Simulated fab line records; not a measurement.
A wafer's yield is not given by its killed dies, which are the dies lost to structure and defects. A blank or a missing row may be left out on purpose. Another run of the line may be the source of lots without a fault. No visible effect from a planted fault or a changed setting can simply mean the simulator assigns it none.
Chamber matching :: flow sky130 :: rie-si-02 running SKY_FIELD_ISO_ETCH_17: 4 sister chambers
The step etches Si in HBr/Cl2/O2, target depth 342 nm, time 97.7 s. 8 wafers are shown with their chamber, then 10 later ones without.

## WAFERS WITH THEIR CHAMBER
wafer: L265.6
chamber: 1
drypump-motor-current-A (A): 5.2
HBr_flow_sccm (sccm): 150.0

wafer: L266.3
chamber: 2
drypump-motor-current-A (A): 5.8
HBr_flow_sccm (sccm): 150.0

wafer: L266.6
chamber: 3
drypump-motor-current-A (A): 5.9
HBr_flow_sccm (sccm): 149.5

wafer: L268.1
chamber: 0
drypump-motor-current-A (A): 5.0
HBr_flow_sccm (sccm): 149.9

wafer: L268.5
chamber: 1
drypump-motor-current-A (A): 5.1
HBr_flow_sccm (sccm): 150.6

wafer: L268.6
chamber: 2
drypump-motor-current-A (A): 5.8
HBr_flow_sccm (sccm): 150.0

wafer: L269.3
chamber: 3
drypump-motor-current-A (A): 5.9
HBr_flow_sccm (sccm): 150.0

wafer: L269.4
chamber: 0
drypump-motor-current-A (A): 5.1
HBr_flow_sccm (sccm): 149.8

## WAFERS WHOSE CHAMBER IS MISSING
wafer: L269.6
drypump-motor-current-A (A): 5.2
HBr_flow_sccm (sccm): 149.8

wafer: L274.2
drypump-motor-current-A (A): 5.1
HBr_flow_sccm (sccm): 150.2

wafer: L274.3
drypump-motor-current-A (A): 6.0
HBr_flow_sccm (sccm): 150.3

wafer: L274.6
drypump-motor-current-A (A): 6.0
HBr_flow_sccm (sccm): 149.6

wafer: L277.1
drypump-motor-current-A (A): 6.0
HBr_flow_sccm (sccm): 150.2

wafer: L277.2
drypump-motor-current-A (A): 5.1
HBr_flow_sccm (sccm): 150.8

wafer: L277.5
drypump-motor-current-A (A): 5.1
HBr_flow_sccm (sccm): 149.6

wafer: L280.2
drypump-motor-current-A (A): 5.1
HBr_flow_sccm (sccm): 150.0

wafer: L280.5
drypump-motor-current-A (A): 5.9
HBr_flow_sccm (sccm): 149.9

wafer: L280.6
drypump-motor-current-A (A): 5.2
HBr_flow_sccm (sccm): 150.9

## EACH ONE'S CHAMBER
wafer: L269.6
from the rows above: can't be placed: 1 or 0
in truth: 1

wafer: L274.2
from the rows above: can't be placed: 1 or 0
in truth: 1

wafer: L274.3
from the rows above: can't be placed: 3 or 2
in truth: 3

wafer: L274.6
from the rows above: 3
in truth: 3

wafer: L277.1
from the rows above: can't be placed: 3 or 2
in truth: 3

wafer: L277.2
from the rows above: can't be placed: 1 or 0
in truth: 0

wafer: L277.5
from the rows above: can't be placed: 0 or 1
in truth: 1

wafer: L280.2
from the rows above: can't be placed: 0 or 1
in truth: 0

wafer: L280.5
from the rows above: can't be placed: 3 or 2
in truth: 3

wafer: L280.6
from the rows above: 1
in truth: 1
Correct placement for 2 of the 10. Cannot be placed on the basis of these rows: 8; the candidates contain the true chamber in 8. Placed wrongly: 0.
How it was worked out, from the rows above alone: a wafer's distance from a chamber is the root of the sum, over the readings, of the square of ((its reading less the chamber's mean) divided by the reading's scatter). If the next closest chamber is less than 2 further off than the closest, the wafer can't be placed; otherwise it belongs to the closest. A chamber's mean is the mean of its shown wafers. The scatter: the root of (the sum of the squares of (reading less its chamber's mean) over the shown wafers, divided by (wafers less chambers)).
